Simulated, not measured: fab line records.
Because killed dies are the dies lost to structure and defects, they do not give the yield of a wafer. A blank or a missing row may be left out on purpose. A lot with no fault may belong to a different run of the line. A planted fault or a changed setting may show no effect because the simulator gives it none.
fab line records | flow sky130
[record] lots = 11 | wafers = 33 | lastDay = 50
route steps=708 shown SPACER@306 POLY_CUT@318 CONTACT@420
lots with no fault: from the same line, run without faults
startH: hours from the record's first day to the start of the lot's first wafer shown | waitH: time in hours since the lot's previous step | " as in the row above | L1.1+2: several wafers, shown together as one row | - no value, or no start was given | * or withheld: withheld | < > ~ a bound
route shown NAME@n: NAME is a module with steps in the file, n the number in the route of the first one | usual: mean/standard deviation of fault-free wafers | same: alike in all rows | chamber/n: place in a boat | sites: per-site readings | _std_site: their standard deviation | _edge_site: inner sites' mean taken away from outer sites' mean | radiusMm: for every site, how far away it sits from the centre of the wafer | mask NAME#n: copy n | behind: tool/chamber where the wafer was last shaped | hold: reason for holding the lot/hours on hold/outcome of the hold | device: transistor that didn't switch, given as n, p or np | end of line: at the end of the route, the tests of the same wafers | where a step has no rows: the recipe by itself | killed: the dies lost at the first sort to structure and to defects; this is not the yield of the wafer | map: per-die view of a wafer (x killed, . not killed, _ where there is no die)
set.NAME: the run value of the setting; set.NAME@STEP: its run value at that earlier step | model.NAME: the simulator's own value behind a step, which no gauge read
one table for each step of the route and one row for each wafer, over a sample of lots
services: from which hour (startH, from the record's first day; less than 0 if before it) a tool's chamber was out of use, for how many hours, and why
[[steps]]
[step SKY_SPACER_ETCHBACK_02]
[recipe] chemistry = CH3F/O2 | target = Si3N4 | stopOn = SiO2 | sourceW = 400 | biasW = 80 | pressureMtorr = 25 | ch3fFlowSccm = 40 | O2_flow_sccm = 30 | timeS = 46.7 | targetDepthA = 450
[usual] chamberPressureMTorr = 25.000/0.022 | drypumpMotorCurrentA = 5.7/0.44 | oesProductAu = 0.855/0.0065 | throttleValvePct = 10.562/0.0092
lot.wafer | tool       | chamber | startH | waitH | chamberPressureMTorr | drypumpMotorCurrentA | oesProductAu | rfHoursCounterH | throttleValvePct
L879.2    | rieDiel-02 | 2       | 521.75 | 0.0   | 24.946               | 5.5                  | 0.869        | 14              | 10.560
L879.4    | "          | 2       | "      | "     | 25.001               | 5.5                  | 0.859        | -               | 10.583
L879.5    | "          | 0       | "      | "     | 25.046               | 5.2                  | 0.859        | -               | 10.567
L880.1    | rieDiel-02 | 2       | 532.82 | 0.1   | 24.972               | 5.5                  | 0.845        | 14              | 10.547
L880.2    | "          | 0       | "      | "     | 25.021               | 5.2                  | 0.859        | 11              | 10.569
L880.3    | "          | 1       | "      | "     | 24.979               | 5.7                  | 0.849        | 8               | 10.562
L881.1    | rieDiel-02 | 2       | 546.52 | 0.1   | 25.008               | 5.5                  | 0.846        | 14              | 10.573
L881.5    | "          | 0       | "      | "     | 25.005               | 5.2                  | 0.849        | -               | 10.555
L881.6    | "          | 3       | "      | "     | 25.002               | 6.2                  | 0.845        | -               | 10.546
L882.1    | rieDiel-02 | 3       | 549.77 | 0.1   | 25.007               | 6.2                  | 0.847        | 0               | 10.567
L882.2    | "          | 0       | "      | "     | 24.999               | 5.2                  | 0.855        | 12              | 10.557
L882.5    | "          | 1       | "      | "     | 24.980               | 5.7                  | 0.849        | -               | 10.566
L883.3    | rieDiel-04 | 0       | 565.10 | 0.0   | 25.034               | 6.2                  | 0.857        | 7               | 10.553
L883.5    | "          | 0       | "      | "     | 24.990               | 6.2                  | 0.855        | -               | 10.556
L883.6    | "          | 1       | "      | "     | 25.026               | 5.2                  | 0.849        | -               | 10.562
L886.2    | rieDiel-01 | 2       | 594.41 | 0.0   | 24.982               | 5.1                  | 0.850        | 22              | 10.568
L886.4    | "          | 2       | "      | "     | 24.974               | 5.2                  | 0.851        | -               | 10.577
L886.5    | "          | 3       | "      | "     | 25.018               | 5.3                  | 0.855        | -               | 10.553
L888.2    | rieDiel-02 | 1       | 608.51 | 0.0   | 24.985               | 5.7                  | 0.851        | 9               | 10.563
L888.4    | "          | 0       | "      | "     | 24.975               | 5.2                  | 0.857        | 12              | 10.562
L888.6    | "          | 2       | "      | "     | 25.025               | 5.5                  | 0.858        | -               | 10.534
L890.2    | rieDiel-02 | 2       | 643.76 | 0.0   | 24.998               | 5.5                  | 0.858        | 16              | 10.559
L890.3    | "          | 3       | "      | "     | 25.013               | 6.2                  | 0.857        | 1               | 10.570
L890.6    | "          | 3       | "      | "     | 24.985               | 6.2                  | 0.851        | -               | 10.563
L889.4    | rieDiel-02 | 2       | 644.99 | 0.0   | 25.029               | 5.5                  | 0.852        | -               | 10.546
L889.5    | "          | 1       | "      | "     | 24.985               | 5.7                  | 0.853        | -               | 10.554
L889.6    | "          | 3       | "      | "     | 25.026               | 6.2                  | 0.844        | -               | 10.576
L893.2    | rieDiel-02 | 3       | 650.99 | 0.0   | 25.013               | 6.3                  | 0.861        | 2               | 10.560
L893.3    | "          | 2       | "      | "     | 25.001               | 5.5                  | 0.862        | 16              | 10.565
L893.5    | "          | 2       | "      | "     | 25.015               | 5.5                  | 0.841        | -               | 10.562
L901.2    | rieDiel-02 | 0       | 715.81 | 0.0   | 24.988               | 5.2                  | 0.853        | 15              | 10.562
L901.3    | "          | 2       | "      | "     | 25.009               | 5.5                  | 0.850        | 17              | 10.570
L901.4    | "          | 3       | "      | "     | 25.007               | 6.2                  | 0.851        | 3               | 10.559
[step SKY_POLY_CUT_ETCH_11]
[recipe] target = Si3N4 | chemistry = CF4/CH2F2/Ar | stopOn = poly-Si | sourceW = 600 | biasW = 150 | pressureMtorr = 40 | cf4FlowSccm = 40 | ch2f2FlowSccm = 20 | Ar_flow_sccm = 150 | timeS = 42.5 | targetDepthA = 600
[usual] chamberPressureMTorr = 40.00/0.036 | drypumpMotorCurrentA = 5.6/0.44 | oesProductAu = 0.829/0.0063 | throttleValvePct = 14.994/0.0095
lot.wafer | tool       | chamber | startH | waitH | chamberPressureMTorr | drypumpMotorCurrentA | oesProductAu | rfHoursCounterH | throttleValvePct
L879.2    | rieDiel-03 | 1       | 552.40 | 0.0   | 39.99                | 6.0                  | 0.821        | 3               | 15.014
L879.4    | "          | 2       | "      | "     | 39.92                | 5.7                  | 0.833        | 13              | 14.992
L879.5    | "          | 1       | "      | "     | 39.94                | 6.0                  | 0.834        | -               | 14.997
L880.1    | rieDiel-02 | 3       | 562.51 | 0.0   | 40.04                | 6.2                  | 0.827        | 0               | 14.988
L880.2    | "          | 2       | "      | "     | 40.01                | 5.5                  | 0.828        | 15              | 14.992
L880.3    | "          | 1       | "      | "     | 40.01                | 5.7                  | 0.826        | 9               | 14.987
L881.1    | rieDiel-04 | 3       | 576.00 | 0.0   | 40.02                | 5.6                  | 0.818        | 6               | 14.984
L881.5    | "          | 0       | "      | "     | 40.03                | 6.2                  | 0.823        | -               | 14.990
L881.6    | "          | 1       | "      | "     | 40.03                | 5.3                  | 0.842        | -               | 14.983
L882.1    | rieDiel-03 | 3       | 578.95 | 0.0   | 40.02                | 4.7                  | 0.827        | 10              | 14.984
L882.2    | "          | 1       | "      | "     | 39.97                | 6.0                  | 0.828        | 4               | 15.007
L882.5    | "          | 2       | "      | "     | 40.02                | 5.7                  | 0.816        | -               | 14.986
L883.3    | rieDiel-02 | 0       | 595.10 | 0.0   | 40.00                | 5.2                  | 0.827        | 12              | 14.988
L883.5    | "          | 1       | "      | "     | 40.01                | 5.7                  | 0.834        | -               | 14.985
L883.6    | "          | 0       | "      | "     | 40.01                | 5.2                  | 0.833        | -               | 14.989
L886.2    | rieDiel-03 | 3       | 623.35 | 0.0   | 40.04                | 4.7                  | 0.824        | 11              | 15.013
L886.4    | "          | 1       | "      | "     | 40.00                | 6.0                  | 0.829        | 5               | 14.992
L886.5    | "          | 3       | "      | "     | 39.93                | 4.7                  | 0.820        | -               | 14.994
L888.2    | rieDiel-04 | 0       | 637.70 | 0.0   | 40.00                | 6.2                  | 0.839        | 9               | 15.009
L888.4    | "          | 0       | "      | "     | 40.00                | 6.2                  | 0.835        | -               | 15.003
L888.6    | "          | 3       | "      | "     | 39.98                | 5.6                  | 0.825        | -               | 14.989
L890.2    | rieDiel-04 | 1       | 672.50 | 0.0   | 39.96                | 5.2                  | 0.827        | 1               | 14.994
L890.3    | "          | 0       | "      | "     | 40.03                | 6.2                  | 0.835        | 9               | 15.008
L890.6    | "          | 1       | "      | "     | 39.96                | 5.2                  | 0.829        | -               | 14.990
L889.4    | rieDiel-02 | 2       | 673.71 | 0.0   | 40.02                | 5.5                  | 0.825        | 17              | 14.974
L889.5    | "          | 2       | "      | "     | 39.96                | 5.5                  | 0.830        | -               | 15.003
L889.6    | "          | 1       | "      | "     | 39.99                | 5.7                  | 0.820        | -               | 14.990
L893.2    | rieDiel-04 | 2       | 679.62 | 0.0   | 39.99                | 5.6                  | 0.823        | 4               | 15.004
L893.3    | "          | 1       | "      | "     | 39.91                | 5.2                  | 0.834        | 1               | 14.995
L893.5    | "          | 2       | "      | "     | 40.06                | 5.6                  | 0.834        | -               | 15.000
L901.2    | rieDiel-04 | 3       | 744.00 | 0.0   | 39.98                | 5.6                  | 0.781        | 10              | 14.987
L901.3    | "          | 1       | "      | "     | 40.01                | 5.2                  | 0.834        | 3               | 14.995
L901.4    | "          | 2       | "      | "     | 40.00                | 5.6                  | 0.831        | 6               | 15.009
[step SKY_CONTACT_CD_MEAS_14]
[recipe] targetCdNm = 170
[usual] cdNm = 170.3/1.3
lot.wafer | tool     | chamber | startH | waitH | cdNm
L879.2    | cdSem-01 | -       | 727.77 | -     | 170.7
L879.4    | "        | -       | "      | "     | 169.3
L879.5    | "        | -       | "      | "     | 170.5
L880.1    | cdSem-02 | -       | 738.77 | -     | 169.3
L880.2    | "        | -       | "      | "     | 170.0
L880.3    | "        | -       | "      | "     | 168.9
L881.1    | cdSem-01 | -       | 749.20 | -     | 168.6
L881.5    | "        | -       | "      | "     | 169.3
L881.6    | "        | -       | "      | "     | 170.1
L882.1    | cdSem-01 | -       | 751.10 | -     | 171.6
L882.2    | "        | -       | "      | "     | 173.0
L882.5    | "        | -       | "      | "     | 171.4
L883.3    | cdSem-01 | -       | 768.85 | -     | 169.7
L883.5    | "        | -       | "      | "     | 167.7
L883.6    | "        | -       | "      | "     | 169.9
L886.2    | cdSem-01 | -       | 793.33 | -     | 170.2
L886.4    | "        | -       | "      | "     | 169.8
L886.5    | "        | -       | "      | "     | 169.7
L888.2    | cdSem-02 | -       | 808.32 | -     | 170.0
L888.4    | "        | -       | "      | "     | 169.4
L888.6    | "        | -       | "      | "     | 171.5
L890.2    | cdSem-02 | -       | 840.72 | -     | 169.5
L890.3    | "        | -       | "      | "     | 170.9
L890.6    | "        | -       | "      | "     | 169.9
L889.4    | cdSem-02 | -       | 843.32 | -     | 169.4
L889.5    | "        | -       | "      | "     | 170.3
L889.6    | "        | -       | "      | "     | 170.2
L893.2    | cdSem-02 | -       | 845.28 | -     | 171.1
L893.3    | "        | -       | "      | "     | 171.7
L893.5    | "        | -       | "      | "     | 172.4
L901.2    | cdSem-01 | -       | 906.33 | -     | 170.7
L901.3    | "        | -       | "      | "     | 168.8
L901.4    | "        | -       | "      | "     | 169.6
[step SKY_CONTACT_ETCH_16]
[recipe] chemistry = N2/H2 | target = BARC | ionEnergyEv = 200 | sourceW = 500 | biasW = 100 | pressureMtorr = 30 | n2FlowSccm = 100 | h2FlowSccm = 200 | stopOn = SiO2 | timeS = 45.9 | targetDepthA = 600
[usual] chamberPressureMTorr = 30.002/0.028 | drypumpMotorCurrentA = 5.7/0.55 | oesProductAu = 0.854/0.0048 | throttleValvePct = 13.224/0.0097
lot.wafer | tool       | chamber | startH | waitH | chamberPressureMTorr | drypumpMotorCurrentA | oesProductAu | rfHoursCounterH | throttleValvePct
L879.2    | rieDiel-01 | 2       | 727.91 | 0.0   | 30.016               | 5.2                  | 0.854        | 24              | 13.233
L879.4    | "          | 0       | "      | "     | 30.026               | 5.9                  | 0.850        | 18              | 13.230
L879.5    | "          | 0       | "      | "     | 29.976               | 5.9                  | 0.855        | -               | 13.237
L880.1    | rieDiel-04 | 2       | 738.93 | 0.0   | 30.049               | 5.7                  | 0.856        | 6               | 13.213
L880.2    | "          | 1       | "      | "     | 30.017               | 5.3                  | 0.852        | 3               | 13.237
L880.3    | "          | 0       | "      | "     | 30.014               | 6.2                  | 0.853        | 11              | 13.214
L881.1    | rieDiel-04 | 3       | 749.36 | 0.0   | 30.018               | 5.6                  | 0.853        | 11              | 13.225
L881.5    | "          | 0       | "      | "     | 29.988               | 6.2                  | 0.854        | -               | 13.218
L881.6    | "          | 1       | "      | "     | 30.012               | 5.3                  | 0.854        | -               | 13.221
L882.1    | rieDiel-04 | 0       | 751.26 | 0.0   | 30.006               | 6.2                  | 0.863        | 12              | 13.241
L882.2    | "          | 2       | "      | "     | 30.019               | 5.6                  | 0.850        | 6               | 13.224
L882.5    | "          | 3       | "      | "     | 29.998               | 5.6                  | 0.855        | -               | 13.230
L883.3    | rieDiel-04 | 3       | 768.96 | 0.0   | 29.979               | 5.6                  | 0.853        | 11              | 13.220
L883.5    | "          | 3       | "      | "     | 29.947               | 5.6                  | 0.852        | -               | 13.217
L883.6    | "          | 0       | "      | "     | 29.999               | 6.2                  | 0.853        | -               | 13.235
L886.2    | rieDiel-04 | 3       | 793.46 | 0.0   | 30.002               | 5.6                  | 0.861        | 12              | 13.206
L886.4    | "          | 0       | "      | "     | 30.017               | 6.2                  | 0.853        | 13              | 13.232
L886.5    | "          | 1       | "      | "     | 30.006               | 5.3                  | 0.860        | -               | 13.206
L888.2    | rieDiel-03 | 1       | 808.46 | 0.0   | 29.992               | 6.0                  | 0.849        | 9               | 13.229
L888.4    | "          | 2       | "      | "     | 30.016               | 5.7                  | 0.865        | 20              | 13.227
L888.6    | "          | 1       | "      | "     | 30.000               | 6.0                  | 0.845        | -               | 13.229
L890.2    | rieDiel-03 | 2       | 840.86 | 0.0   | 29.999               | 5.7                  | 0.855        | 21              | 13.225
L890.3    | "          | 3       | "      | "     | 30.014               | 4.7                  | 0.848        | 17              | 13.222
L890.6    | "          | 1       | "      | "     | 29.999               | 6.0                  | 0.854        | -               | 13.215
L889.4    | rieDiel-04 | 0       | 843.42 | 0.0   | 30.013               | 6.2                  | 0.844        | 15              | 13.236
L889.5    | "          | 2       | "      | "     | 30.028               | 5.6                  | 0.857        | -               | 13.222
L889.6    | "          | 1       | "      | "     | 29.980               | 5.3                  | 0.851        | -               | 13.216
L893.2    | rieDiel-01 | 0       | 845.42 | 0.0   | 30.014               | 5.9                  | 0.853        | 22              | 13.234
L893.3    | "          | 1       | "      | "     | 29.997               | 6.6                  | 0.851        | 6               | 13.229
L893.5    | "          | 0       | "      | "     | 30.021               | 5.9                  | 0.866        | -               | 13.209
L901.2    | rieDiel-01 | 0       | 906.47 | 0.0   | 30.002               | 5.9                  | 0.850        | 24              | 13.232
L901.3    | "          | 2       | "      | "     | 29.972               | 5.1                  | 0.852        | 2               | 13.219
L901.4    | "          | 2       | "      | "     | 30.051               | 5.2                  | 0.849        | -               | 13.224
[step SKY_CONTACT_ETCH_18]
[recipe] target = Si3N4 | chemistry = CHF3/O2 | stopOn = TiN | sourceW = 600 | biasW = 200 | pressureMtorr = 40 | chf3FlowSccm = 50 | O2_flow_sccm = 5 | timeS = 39 | targetDepthA = 750
[usual] chamberPressureMTorr = 40.00/0.038 | drypumpMotorCurrentA = 5.6/0.54 | oesProductAu = 0.854/0.0072 | throttleValvePct = 8.792/0.0088
lot.wafer | tool       | chamber | startH | waitH | chamberPressureMTorr | drypumpMotorCurrentA | oesProductAu | rfHoursCounterH | throttleValvePct
L879.2    | rieDiel-01 | 2       | -      | -     | 40.00                | 5.1                  | 0.842        | 24              | 8.772
L879.4    | "          | 0       | "      | "     | 40.00                | 5.9                  | 0.861        | 18              | 8.799
L879.5    | "          | 0       | "      | "     | 40.03                | 5.9                  | 0.858        | -               | 8.792
L880.1    | rieDiel-04 | 2       | -      | -     | 40.00                | 5.6                  | 0.842        | 6               | 8.782
L880.2    | "          | 1       | "      | "     | 40.04                | 5.2                  | 0.854        | 3               | 8.786
L880.3    | "          | 0       | "      | "     | 40.08                | 6.2                  | 0.854        | 11              | 8.787
L881.1    | rieDiel-04 | 3       | -      | -     | 40.01                | 5.6                  | 0.855        | 11              | 8.798
L881.5    | "          | 0       | "      | "     | 40.04                | 6.2                  | 0.863        | -               | 8.809
L881.6    | "          | 1       | "      | "     | 40.01                | 5.2                  | 0.864        | -               | 8.774
L882.1    | rieDiel-04 | 0       | -      | -     | 40.00                | 6.2                  | 0.858        | 12              | 8.811
L882.2    | "          | 2       | "      | "     | 39.96                | 5.6                  | 0.843        | 6               | 8.802
L882.5    | "          | 3       | "      | "     | 40.01                | 5.6                  | 0.861        | -               | 8.787
L883.3    | rieDiel-04 | 3       | -      | -     | 39.98                | 5.6                  | 0.851        | 11              | 8.792
L883.5    | "          | 3       | "      | "     | 39.96                | 5.6                  | 0.860        | -               | 8.793
L883.6    | "          | 0       | "      | "     | 40.01                | 6.2                  | 0.852        | -               | 8.799
L886.2    | rieDiel-04 | 3       | -      | -     | 40.00                | 5.6                  | 0.843        | 12              | 8.791
L886.4    | "          | 0       | "      | "     | 40.00                | 6.2                  | 0.849        | 13              | 8.792
L886.5    | "          | 1       | "      | "     | 39.98                | 5.3                  | 0.845        | -               | 8.792
L888.2    | rieDiel-03 | 1       | -      | -     | 40.04                | 6.0                  | 0.853        | 10              | 8.799
L888.4    | "          | 2       | "      | "     | 40.00                | 5.7                  | 0.860        | 20              | 8.798
L888.6    | "          | 1       | "      | "     | 40.02                | 6.0                  | 0.857        | -               | 8.802
L890.2    | rieDiel-03 | 2       | -      | -     | 39.98                | 5.7                  | 0.855        | 21              | 8.787
L890.3    | "          | 3       | "      | "     | 40.02                | 4.6                  | 0.848        | 17              | 8.785
L890.6    | "          | 1       | "      | "     | 39.95                | 6.0                  | 0.860        | -               | 8.790
L889.4    | rieDiel-04 | 0       | -      | -     | 39.98                | 6.2                  | 0.858        | 15              | 8.790
L889.5    | "          | 2       | "      | "     | 40.04                | 5.6                  | 0.858        | -               | 8.810
L889.6    | "          | 1       | "      | "     | 39.99                | 5.3                  | 0.854        | -               | 8.785
L893.2    | rieDiel-01 | 0       | -      | -     | 40.00                | 5.9                  | 0.840        | 22              | 8.787
L893.3    | "          | 1       | "      | "     | 39.99                | 6.6                  | 0.850        | 6               | 8.782
L893.5    | "          | 0       | "      | "     | 39.98                | 5.9                  | 0.863        | -               | 8.790
L901.2    | rieDiel-01 | 0       | -      | -     | 39.89                | 5.9                  | 0.845        | 24              | 8.787
L901.3    | "          | 2       | "      | "     | 39.99                | 5.1                  | 0.855        | 2               | 8.792
L901.4    | "          | 2       | "      | "     | 39.98                | 5.2                  | 0.858        | -               | 8.789
[[services]]
tool       | chamber | startH | hours | kind
rieDiel-03 | 2       | 512.11 | 4.5   | repair
rieDiel-01 | -       | 512.20 | 15.6  | pm
rieDiel-02 | 0       | 539.46 | 1.8   | repair
rieDiel-02 | 1       | 578.20 | 10.3  | repair
rieDiel-01 | 0       | 580.36 | 5.3   | repair
rieDiel-03 | -       | 589.47 | 1.8   | repair
rieDiel-03 | 1       | 598.71 | 8.8   | repair
rieDiel-04 | -       | 607.64 | 2.8   | pm
rieDiel-01 | 2       | 612.84 | 1.7   | repair
rieDiel-04 | 0       | 628.92 | 2.9   | repair
rieDiel-02 | 0       | 642.07 | 5.4   | repair
rieDiel-03 | -       | 643.14 | 2.8   | pm
rieDiel-03 | -       | 658.90 | 15.6  | pm
rieDiel-03 | 1       | 696.06 | 4.8   | repair
rieDiel-01 | 0       | 740.27 | 7.0   | repair
rieDiel-02 | 1       | 761.09 | 4.0   | repair
rieDiel-01 | 3       | 765.04 | 1.8   | repair
rieDiel-02 | -       | 765.74 | 0.1   | repair
rieDiel-02 | -       | 772.53 | 2.8   | pm
rieDiel-03 | 3       | 774.72 | 1.4   | repair
rieDiel-04 | -       | 853.38 | 4.8   | repair
rieDiel-04 | 0       | 866.96 | 2.2   | repair
rieDiel-02 | 2       | 874.72 | 2.7   | repair
rieDiel-02 | 2       | 888.33 | 3.0   | repair
[[key]]
[firstSign] step = SKY_POLY_CUT_ETCH_11 | reading = oesProductAu | direction = down | sigmas = 7.6 | usual = 0.829 | struck = 0.781
effect none on later readings
metAt SKY_SPACER_ETCHBACK_02
struckLots L901
struckWafers L901.2
testerLeftOut L901
notActingAt SKY_CONTACT_CD_MEAS_14,SKY_CONTACT_ETCH_16,SKY_CONTACT_ETCH_18
onsetBetween 608.51 715.81
[fault] kind = processParameterDrift | tool = rieDiel-02 | chamber = 0 | onsetH = 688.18 | steps = SKY_SPACER_ETCHBACK_02 | channel = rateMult | offset = 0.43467 | shape = step | endH = 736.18
// testerLeftOut: of these lots the tester's yield and bins aren't shown, on N5 and GAA mostly nor the transistor test; their killed dies are dies lost to structure and defects alone, not to doping, threshold or leakage, so they don't give the yield
